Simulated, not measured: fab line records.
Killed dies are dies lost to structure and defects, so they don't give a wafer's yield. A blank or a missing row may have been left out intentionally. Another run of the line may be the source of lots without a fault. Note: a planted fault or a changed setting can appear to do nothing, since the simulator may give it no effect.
Which tool did it? || flow sky130 || 14 lots, 42 wafers sampled, at 4 steps of a route of 708

== WHAT THE GAUGES READ, wafer by wafer ==
SKY_POLY_CUT_OVL_MEAS_09. Usual: POLY_CUT_OVL gives -5 nm (standard deviation 5.6).
{"lot": "L776", "measured": "day 24 01:58", "on": "overlay-01", "POLY_CUT_OVL (nm)": "0 3 -4", "flag": ""}
{"lot": "L777", "measured": "day 24 18:55", "on": "overlay-02", "POLY_CUT_OVL (nm)": "-11 -8 -9", "flag": ""}
{"lot": "L778", "measured": "day 25 03:31", "on": "overlay-02", "POLY_CUT_OVL (nm)": "-9 -5 -8", "flag": ""}
{"lot": "L779", "measured": "day 25 13:32", "on": "overlay-01", "POLY_CUT_OVL (nm)": "-6 -7 -10", "flag": ""}
{"lot": "L781", "measured": "day 26 15:02", "on": "overlay-02", "POLY_CUT_OVL (nm)": "2 -2 -1", "flag": ""}
{"lot": "L784", "measured": "day 27 11:38", "on": "overlay-02", "POLY_CUT_OVL (nm)": "2 -6 0", "flag": ""}
{"lot": "L785", "measured": "day 27 18:31", "on": "overlay-01", "POLY_CUT_OVL (nm)": "2 -1 0", "flag": ""}
{"lot": "L786", "measured": "day 28 08:59", "on": "overlay-01", "POLY_CUT_OVL (nm)": "-13 -10 -11", "flag": ""}
{"lot": "L788", "measured": "day 28 19:20", "on": "overlay-01", "POLY_CUT_OVL (nm)": "-7 -8 -5", "flag": ""}
{"lot": "L789", "measured": "day 29 02:04", "on": "overlay-01", "POLY_CUT_OVL (nm)": "-10 -11 -7", "flag": ""}
{"lot": "L790", "measured": "day 29 08:35", "on": "overlay-02", "POLY_CUT_OVL (nm)": "-8 -5 -10", "flag": ""}
{"lot": "L791", "measured": "day 29 18:20", "on": "overlay-01", "POLY_CUT_OVL (nm)": "-3 0 -3", "flag": ""}
{"lot": "L792", "measured": "day 29 21:26", "on": "overlay-02", "POLY_CUT_OVL (nm)": "-5 -5 -1", "flag": ""}
{"lot": "L793", "measured": "day 30 04:26", "on": "overlay-01", "POLY_CUT_OVL (nm)": "5 -3 6", "flag": ""}

SKY_VIA1_RS_MEAS_22: measurement is done with a four-point probe. Usual: VIA1_W_RS gives 0.428 ohm/sq (standard deviation 0.0041).
{"lot": "L776", "measured": "day 33 22:37", "on": "film-metro-04", "VIA1_W_RS (ohm/sq)": "0.421 0.423 0.417", "flag": ""}
{"lot": "L777", "measured": "day 34 14:06", "on": "film-metro-03", "VIA1_W_RS (ohm/sq)": "0.433 0.430 0.431", "flag": ""}
{"lot": "L778", "measured": "day 34 20:17", "on": "film-metro-01", "VIA1_W_RS (ohm/sq)": "0.429 0.429 0.423", "flag": ""}
{"lot": "L779", "measured": "day 35 06:26", "on": "film-metro-01", "VIA1_W_RS (ohm/sq)": "0.420 0.425 0.420", "flag": ""}
{"lot": "L781", "measured": "day 36 05:51", "on": "film-metro-03", "VIA1_W_RS (ohm/sq)": "0.424 0.428 0.427", "flag": ""}
{"lot": "L784", "measured": "day 36 23:32", "on": "film-metro-04", "VIA1_W_RS (ohm/sq)": "0.427 0.433 0.429", "flag": ""}
{"lot": "L785", "measured": "day 37 04:35", "on": "film-metro-01", "VIA1_W_RS (ohm/sq)": "0.430 0.428 0.430", "flag": ""}
{"lot": "L786", "measured": "day 37 19:53", "on": "film-metro-04", "VIA1_W_RS (ohm/sq)": "0.425 0.428 0.426", "flag": ""}
{"lot": "L788", "measured": "day 38 05:23", "on": "film-metro-04", "VIA1_W_RS (ohm/sq)": "0.422 0.428 0.426", "flag": ""}
{"lot": "L789", "measured": "day 38 10:52", "on": "film-metro-03", "VIA1_W_RS (ohm/sq)": "0.426 0.424 0.424", "flag": ""}
{"lot": "L790", "measured": "day 38 16:49", "on": "film-metro-01", "VIA1_W_RS (ohm/sq)": "0.426 0.430 0.431", "flag": ""}
{"lot": "L791", "measured": "day 38 22:56", "on": "film-metro-04", "VIA1_W_RS (ohm/sq)": "0.425 0.429 0.428", "flag": ""}
{"lot": "L792", "measured": "day 39 02:02", "on": "film-metro-01", "VIA1_W_RS (ohm/sq)": "0.434 0.430 0.433", "flag": ""}
{"lot": "L793", "measured": "day 39 09:11", "on": "film-metro-01", "VIA1_W_RS (ohm/sq)": "0.427 0.428 0.428", "flag": ""}

SKY_VIA2_CD_MEAS_12: the cd target is 200 nm. Usual: 200.1 nm for cd-nm, sd 1.4.
{"lot": "L776", "measured": "day 36 05:32", "on": "cd-sem-01", "cd-nm (nm)": "197.8 199.5 200.0", "flag": ""}
{"lot": "L777", "measured": "day 36 19:55", "on": "cd-sem-02", "cd-nm (nm)": "200.6 200.5 201.6", "flag": ""}
{"lot": "L778", "measured": "day 37 02:30", "on": "cd-sem-01", "cd-nm (nm)": "202.5 202.0 200.8", "flag": ""}
{"lot": "L779", "measured": "day 37 12:58", "on": "cd-sem-01", "cd-nm (nm)": "197.7 197.9 196.2", "flag": ""}
{"lot": "L781", "measured": "day 38 13:08", "on": "cd-sem-01", "cd-nm (nm)": "201.9 201.3 201.7", "flag": ""}
{"lot": "L784", "measured": "day 39 04:16", "on": "cd-sem-02", "cd-nm (nm)": "200.3 199.8 199.6", "flag": ""}
{"lot": "L785", "measured": "day 39 08:31", "on": "cd-sem-01", "cd-nm (nm)": "199.9 199.9 201.4", "flag": ""}
{"lot": "L786", "measured": "day 39 23:21", "on": "cd-sem-01", "cd-nm (nm)": "199.9 199.4 199.2", "flag": ""}
{"lot": "L788", "measured": "day 40 09:22", "on": "cd-sem-02", "cd-nm (nm)": "200.7 200.5 200.8", "flag": ""}
{"lot": "L789", "measured": "day 40 15:01", "on": "cd-sem-02", "cd-nm (nm)": "201.6 201.2 200.1", "flag": ""}
{"lot": "L790", "measured": "day 40 21:01", "on": "cd-sem-02", "cd-nm (nm)": "198.1 198.1 199.4", "flag": ""}
{"lot": "L791", "measured": "day 41 03:06", "on": "cd-sem-01", "cd-nm (nm)": "200.0 200.0 201.2", "flag": ""}
{"lot": "L792", "measured": "day 41 05:52", "on": "cd-sem-02", "cd-nm (nm)": "202.0 202.6 202.0", "flag": ""}
{"lot": "L793", "measured": "day 41 13:01", "on": "cd-sem-01", "cd-nm (nm)": "198.2 199.7 199.9", "flag": ""}

== EACH LOT AND THE TOOL THAT RAN IT (in order: tool; ch and the chambers of the sampled wafers; start) ==
{"lot": "L776", "SKY_LDD_HVN_DEVELOP_06": "litho-track-02 ch 0, day 20 00:22"}
{"lot": "L777", "SKY_LDD_HVN_DEVELOP_06": "litho-track-02 ch 0, day 20 16:53"}
{"lot": "L778", "SKY_LDD_HVN_DEVELOP_06": "litho-track-01 ch 0, day 21 03:55"}
{"lot": "L779", "SKY_LDD_HVN_DEVELOP_06": "litho-track-03 ch 0, day 21 13:54"}
{"lot": "L781", "SKY_LDD_HVN_DEVELOP_06": "litho-track-03 ch 0, day 22 18:01"}
{"lot": "L784", "SKY_LDD_HVN_DEVELOP_06": "litho-track-02 ch 0, day 23 15:50"}
{"lot": "L785", "SKY_LDD_HVN_DEVELOP_06": "litho-track-02 ch 0, day 23 23:39"}
{"lot": "L786", "SKY_LDD_HVN_DEVELOP_06": "litho-track-01 ch 0, day 24 14:46"}
{"lot": "L788", "SKY_LDD_HVN_DEVELOP_06": "litho-track-01 ch 0, day 24 23:10"}
{"lot": "L789", "SKY_LDD_HVN_DEVELOP_06": "litho-track-01 ch 0, day 25 07:43"}
{"lot": "L790", "SKY_LDD_HVN_DEVELOP_06": "litho-track-01 ch 0, day 25 13:53"}
{"lot": "L791", "SKY_LDD_HVN_DEVELOP_06": "litho-track-03, day 25 23:45"}
{"lot": "L792", "SKY_LDD_HVN_DEVELOP_06": "litho-track-02, day 26 03:35"}
{"lot": "L793", "SKY_LDD_HVN_DEVELOP_06": "litho-track-02 ch 0, day 26 11:51"}
- SKY_LDD_HVN_DEVELOP_06: develop time 60 s.

== AS READ BY THE TOOLS THEMSELVES (means over the sampled wafers that have a number; for cases with no such wafer, the mark the record gives instead) ==
SKY_LDD_HVN_DEVELOP_06. Usual: 23.02 C for chill-plate-temp-C, sd 0.11.
{"lot": "L776", "tool": "litho-track-02", "chill-plate-temp-C (C)": 22.93, "flag": ""}
{"lot": "L777", "tool": "litho-track-02", "chill-plate-temp-C (C)": 23.11, "flag": ""}
{"lot": "L778", "tool": "litho-track-01", "chill-plate-temp-C (C)": 23.10, "flag": ""}
{"lot": "L779", "tool": "litho-track-03", "chill-plate-temp-C (C)": 23.04, "flag": ""}
{"lot": "L781", "tool": "litho-track-03", "chill-plate-temp-C (C)": 23.01, "flag": ""}
{"lot": "L784", "tool": "litho-track-02", "chill-plate-temp-C (C)": 22.87, "flag": ""}
{"lot": "L785", "tool": "litho-track-02", "chill-plate-temp-C (C)": 23.01, "flag": ""}
{"lot": "L786", "tool": "litho-track-01", "chill-plate-temp-C (C)": 22.88, "flag": ""}
{"lot": "L788", "tool": "litho-track-01", "chill-plate-temp-C (C)": 22.94, "flag": ""}
{"lot": "L789", "tool": "litho-track-01", "chill-plate-temp-C (C)": 23.12, "flag": ""}
{"lot": "L790", "tool": "litho-track-01", "chill-plate-temp-C (C)": 23.06, "flag": ""}
{"lot": "L791", "tool": "litho-track-03", "chill-plate-temp-C (C)": "-", "flag": "OFF"}
{"lot": "L792", "tool": "litho-track-02", "chill-plate-temp-C (C)": "-", "flag": "OFF"}
{"lot": "L793", "tool": "litho-track-02", "chill-plate-temp-C (C)": 23.09, "flag": ""}

== THE ANSWER, worked out from the rows above alone ==
Rule: a lot counts as off when the mean over its wafers that have a number is more than 3 standard deviations away from the usual mean. A lot without any number at a reading at which 4 lots or more have one is off too. All remaining lots with rows at the step are treated as sound. Order of review: gauges by route order, followed by the tools' own readings, for which a lot's mean as printed above is used. The first step at which some lot is off is used, and at that step the reading that is off furthest; a lot without a number counts as furthest.
Off: L791, L792 (SKY_LDD_HVN_DEVELOP_06, chill-plate-temp-C). Without a number there: L791, L792.
If a tool, at that step or one of the process steps before it, ran each lot that is off and ran no sound lot following the first of them, it fits. None of those tried fits.

== WHAT WAS PUT IN BY THE SIMULATOR ==
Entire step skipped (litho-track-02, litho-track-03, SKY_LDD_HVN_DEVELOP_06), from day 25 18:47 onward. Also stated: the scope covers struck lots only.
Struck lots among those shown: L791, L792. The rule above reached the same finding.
